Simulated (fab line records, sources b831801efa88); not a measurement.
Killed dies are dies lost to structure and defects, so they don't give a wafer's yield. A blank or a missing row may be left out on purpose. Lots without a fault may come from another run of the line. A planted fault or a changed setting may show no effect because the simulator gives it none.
Which tool did it? | flow gf180mcu | 6 lots, 18 wafers sampled, at 2 steps of a route of 602

WHAT THE GAUGES READ, wafer by wafer
GF_SALICIDE_RS_MEAS_04: measures by four-point-probe.
lot  | measured     | on            | SALICIDE_TIN_RS (ohm/sq)
L808 | day 15 16:26 | film_metro-04 | 15.86 15.69 16.44
L812 | day 17 18:09 | film_metro-04 | 8.12 8.27 8.23 8.14 8.24 8.21
L817 | day 19 04:44 | film_metro-04 | 8.33 8.34 8.42 8.31 8.32 8.41
L824 | day 21 10:38 | film_metro-03 | 16.45 16.54 16.90
L827 | day 22 11:16 | film_metro-02 | 16.30 16.03 16.17
L829 | day 23 02:28 | film_metro-04 | 16.55 16.47 16.40

WHICH TOOL RAN EACH LOT (tool, then ch and the chambers of the sampled wafers, then the start)
lot  | GF_SALICIDE_SPUTTER_02
L808 | pvd_sputter-01, day 15 16:22
L812 | pvd_sputter-04, day 17 17:43
L817 | pvd_sputter-01, day 19 04:25
L824 | pvd_sputter-02, day 21 10:33
L827 | pvd_sputter-04, day 22 11:13
L829 | pvd_sputter-04, day 23 02:21
- GF_SALICIDE_SPUTTER_02: material Co, target thk 10 nm, time 20 s.

THE ANSWER, worked out from the rows above alone
Rule: what is usual is taken from the lots themselves. Put in order of their means at a reading, lots are off if they are a third of the lots or fewer, leave a main group of 4 or more, and stand apart from it by a gap of 3 or more times the standard deviation of the main group's means; of several such gaps the widest counts. A main group whose means are all the same, to the digits that the tables above print for the reading, isn't used. A lot without any number at a reading at which 4 lots or more have one is off too. The other lots that the step has rows for count as sound.
Off: L812, L817, at GF_SALICIDE_RS_MEAS_04 (SALICIDE_TIN_RS). The main group: mean 16.32 ohm/sq, standard deviation 0.25.
A tool fits if, at a process step before that reading, it ran every lot that is off, and no sound lot after the first of them. The gauges at GF_SALICIDE_RS_MEAS_04 are tried like those tools. None of those tried fits.

WHAT THE SIMULATOR HAD PUT IN
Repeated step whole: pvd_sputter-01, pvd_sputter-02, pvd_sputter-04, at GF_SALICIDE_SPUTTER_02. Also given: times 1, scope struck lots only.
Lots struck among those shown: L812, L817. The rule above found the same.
